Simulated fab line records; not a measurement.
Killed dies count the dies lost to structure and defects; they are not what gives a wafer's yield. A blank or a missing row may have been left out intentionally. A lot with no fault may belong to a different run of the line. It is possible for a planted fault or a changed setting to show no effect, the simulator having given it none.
Split-lot trial / flow sky130 / 23 wafers read from 5 lots, route of 708 steps

## THE SPLIT
At SKY_CAPM_EXPOSE_09 (exposes mask CAPM, target cd 1000 nm), the setting doseMj was moved away from the recipe's 159 on 8 of the 23 wafers read, by -7.0% to +7.2%. All remaining wafers had this setting at the recipe value.

## FROM THE SPLIT TO THE READING: what the file shows between them, 2 steps
- SKY_CAPM_PEB_10
- SKY_CAPM_DEVELOP_11: develop time 60 s

## THE READING
CAPM.cdNm (the simulator's own value, which no gauge read), in nm, at SKY_CAPM_METAL_ETCH_13 (etches TiN in Cl2/BCl3, stops on SiO2, target depth 220 nm, time 62.9 s). The file gives no usual value for it. Here, 15 wafers ran the recipe; their average is 1000.0 nm with a standard deviation of 2.8 nm.

wafer=L074.1; tool, chamber at the split=ilineStepper-01, 0; doseMj as run=159; against the recipe=recipe; CAPM.cdNm, nm=997.1; against lot-mates on the recipe=-
wafer=L074.2; tool, chamber at the split=ilineStepper-01, 0; doseMj as run=159; against the recipe=recipe; CAPM.cdNm, nm=997.2; against lot-mates on the recipe=-
wafer=L074.3; tool, chamber at the split=ilineStepper-01, 0; doseMj as run=159; against the recipe=recipe; CAPM.cdNm, nm=998.9; against lot-mates on the recipe=-
wafer=L074.4; tool, chamber at the split=ilineStepper-01, 0; doseMj as run=159; against the recipe=recipe; CAPM.cdNm, nm=996.3; against lot-mates on the recipe=-
wafer=L074.6; tool, chamber at the split=ilineStepper-01, 0; doseMj as run=159; against the recipe=recipe; CAPM.cdNm, nm=998.2; against lot-mates on the recipe=-
wafer=L078.1; tool, chamber at the split=ilineStepper-01, 0; doseMj as run=170.4; against the recipe=+7.2%; CAPM.cdNm, nm=981.3; against lot-mates on the recipe=-19.7
wafer=L078.2; tool, chamber at the split=ilineStepper-01, 0; doseMj as run=170.4; against the recipe=+7.2%; CAPM.cdNm, nm=981.8; against lot-mates on the recipe=-19.2
wafer=L078.4; tool, chamber at the split=ilineStepper-01, 0; doseMj as run=159; against the recipe=recipe; CAPM.cdNm, nm=1000; against lot-mates on the recipe=-
wafer=L078.5; tool, chamber at the split=ilineStepper-01, 0; doseMj as run=159; against the recipe=recipe; CAPM.cdNm, nm=1002; against lot-mates on the recipe=-
wafer=L078.6; tool, chamber at the split=ilineStepper-01, 0; doseMj as run=170.4; against the recipe=+7.2%; CAPM.cdNm, nm=983.4; against lot-mates on the recipe=-17.6
wafer=L081.2; tool, chamber at the split=ilineStepper-01, 0; doseMj as run=159; against the recipe=recipe; CAPM.cdNm, nm=1005; against lot-mates on the recipe=-
wafer=L081.3; tool, chamber at the split=ilineStepper-01, 0; doseMj as run=159; against the recipe=recipe; CAPM.cdNm, nm=1005; against lot-mates on the recipe=-
wafer=L081.6; tool, chamber at the split=ilineStepper-01, 0; doseMj as run=159; against the recipe=recipe; CAPM.cdNm, nm=1004; against lot-mates on the recipe=-
wafer=L083.1; tool, chamber at the split=ilineStepper-01, 0; doseMj as run=147.8; against the recipe=-7.0%; CAPM.cdNm, nm=1024; against lot-mates on the recipe=+23.0
wafer=L083.6; tool, chamber at the split=ilineStepper-01, 0; doseMj as run=147.8; against the recipe=-7.0%; CAPM.cdNm, nm=1024; against lot-mates on the recipe=+23.0
wafer=L083.2; tool, chamber at the split=ilineStepper-01, 0; doseMj as run=159; against the recipe=recipe; CAPM.cdNm, nm=1002; against lot-mates on the recipe=-
wafer=L083.4; tool, chamber at the split=ilineStepper-01, 0; doseMj as run=159; against the recipe=recipe; CAPM.cdNm, nm=1000; against lot-mates on the recipe=-
wafer=L083.5; tool, chamber at the split=ilineStepper-01, 0; doseMj as run=147.8; against the recipe=-7.0%; CAPM.cdNm, nm=1021; against lot-mates on the recipe=+20.0
wafer=L085.1; tool, chamber at the split=ilineStepper-01, 0; doseMj as run=166.6; against the recipe=+4.8%; CAPM.cdNm, nm=984.3; against lot-mates on the recipe=-14.0
wafer=L085.2; tool, chamber at the split=ilineStepper-01, 0; doseMj as run=159; against the recipe=recipe; CAPM.cdNm, nm=998.5; against lot-mates on the recipe=-
wafer=L085.4; tool, chamber at the split=ilineStepper-01, 0; doseMj as run=159; against the recipe=recipe; CAPM.cdNm, nm=998.5; against lot-mates on the recipe=-
wafer=L085.3; tool, chamber at the split=ilineStepper-01, 0; doseMj as run=166.6; against the recipe=+4.8%; CAPM.cdNm, nm=984.2; against lot-mates on the recipe=-14.1
wafer=L085.6; tool, chamber at the split=ilineStepper-01, 0; doseMj as run=159; against the recipe=recipe; CAPM.cdNm, nm=997.8; against lot-mates on the recipe=-

FIT RESULTS
A straight line over all 23 wafers: CAPM.cdNm changes by -2.94 nm for each +1% of doseMj; r = -0.97; the points scatter about the line by 2.9 nm.
The same after taking each lot's own level away (the mean of its wafers on the recipe; 23 wafers): -2.89 nm for each +1%; r = -0.99; scatter 1.2 nm.
According to that fit, moving doseMj by its largest amount changes the reading by 21 nm.
The lots' own levels span 997.54 to 1004.67 nm, that is 2.5 times the standard deviation above.
Hence the lot-to-lot level has little effect on the slope; both slopes agree.
Check: with one of the wafers moved furthest among these (+7.2%) left out of the fit, the line predicts -20.4 nm for it against its lot-mates. It came out at -19.7 nm against them.

## FILE'S OWN FIT
CAPM.cdNm changes by -2.89 nm for each +1% of doseMj, r = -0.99.
